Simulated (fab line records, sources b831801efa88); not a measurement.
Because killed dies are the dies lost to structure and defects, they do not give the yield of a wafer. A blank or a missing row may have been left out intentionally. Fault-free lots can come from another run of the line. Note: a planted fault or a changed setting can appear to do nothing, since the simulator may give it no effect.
Which tool did it? ; flow gf180mcu ; Sampling: 10 lots, 29 wafers, 5 of 602 route steps

## WHAT THE GAUGES READ, wafer by wafer
GF_HV_LDD_TW_MEAS_38.
lot;measured;on;HV_LDD_3_TW
L602;day 12 23:59;film-metro-03;1436 1433 1427
L603;day 13 04:29;film-metro-03;1431 1432 1424
L604;day 13 11:11;film-metro-02;1438 1428 1430
L605;day 13 22:24;film-metro-01;1438 1435 1438
L607;day 14 09:19;film-metro-01;1446 1442 1447
L608;day 14 18:42;film-metro-03;1453 1438 1444
L609;day 15 03:20;film-metro-01;1444 1446 1447
L616;day 17 15:14;film-metro-02;1440 1480
L620;day 18 14:52;film-metro-02;1437 1480 1431
L621;day 19 03:59;film-metro-03;1443 1442 1442

## WHAT TOOL EACH LOT RAN ON (gives the tool, then ch and the chambers of the sampled wafers, and finally the start)
lot;GF_HV_LDD_STRIP_10;GF_HV_LDD_STRIP_22;GF_HV_LDD_IMPLANT_36;GF_HV_LDD_STRIP_37
L602;plasma-asher-02 ch 0,1, day 11 07:52;plasma-asher-01 ch 0,1, day 12 03:20;implanter-03 ch 0, day 12 23:45;plasma-asher-01 ch 0,1, day 12 23:52
L603;plasma-asher-03 ch 0,1, day 11 12:51;plasma-asher-02 ch 0,1, day 12 08:27;implanter-01 ch 0, day 13 04:15;plasma-asher-03 ch 0,1, day 13 04:22
L604;plasma-asher-01 ch 0,1, day 11 18:40;plasma-asher-02 ch 0,1, day 12 14:21;implanter-03 ch 0, day 13 10:56;plasma-asher-01 ch 0,1, day 13 11:04
L605;plasma-asher-02 ch 0,1, day 12 05:08;plasma-asher-03 ch 0, day 13 01:36;implanter-01 ch 0, day 13 22:09;plasma-asher-02 ch 0,1, day 13 22:18
L607;plasma-asher-02 ch 0,1, day 12 15:33;plasma-asher-03 ch 0,1, day 13 12:15;implanter-04 ch 0, day 14 09:04;plasma-asher-03 ch 0,1, day 14 09:12
L608;plasma-asher-01 ch 0,1, day 13 01:54;plasma-asher-02 ch 0,1, day 13 21:56;implanter-04 ch 0, day 14 18:27;plasma-asher-02 ch 0,1, day 14 18:36
L609;plasma-asher-03 ch 1, day 13 08:56;plasma-asher-01 ch 0,1, day 14 05:43;implanter-01 ch 0, day 15 03:07;plasma-asher-03 ch 0, day 15 03:14
L616;plasma-asher-03 ch 0,1, day 15 18:01;plasma-asher-03 ch 0,1, day 16 15:38;implanter-03 ch 0, day 17 15:01;plasma-asher-03 ch 0,1, day 17 15:09
L620;plasma-asher-01 ch 0,1, day 16 16:19;plasma-asher-02 ch 0,1, day 17 14:51;implanter-03 ch 0, day 18 14:37;plasma-asher-01 ch 0,1, day 18 14:46
L621;plasma-asher-03 ch 0,1, day 17 04:22;plasma-asher-02 ch 0,1, day 18 03:05;implanter-04 ch 0, day 19 03:43;plasma-asher-02 ch 0,1, day 19 03:51
- GF_HV_LDD_STRIP_10: strips in O2/N2.
- GF_HV_LDD_STRIP_22: strips in O2/N2.
- GF_HV_LDD_IMPLANT_36
- GF_HV_LDD_STRIP_37: strips in O2/N2.

## THE ANSWER, worked out from the rows above alone
Rule: the lots themselves supply what counts as usual. The widest of any qualifying gaps counts: lots, ordered by their means at a reading, are off when they make up no more than a third of the lots, leave a main group of 4 or more, and stand apart from it by 3 or more times the standard deviation of that group's means. If all means in a main group match to the digits the tables above print for the reading, that group is not used. Also off: a lot with no number at a reading for which 4 or more lots have one. The other lots that the step has rows for count as sound.
Across all readings shown, no lot is off: no conclusion can be drawn from this.

## WHAT WAS PUT IN BY THE SIMULATOR
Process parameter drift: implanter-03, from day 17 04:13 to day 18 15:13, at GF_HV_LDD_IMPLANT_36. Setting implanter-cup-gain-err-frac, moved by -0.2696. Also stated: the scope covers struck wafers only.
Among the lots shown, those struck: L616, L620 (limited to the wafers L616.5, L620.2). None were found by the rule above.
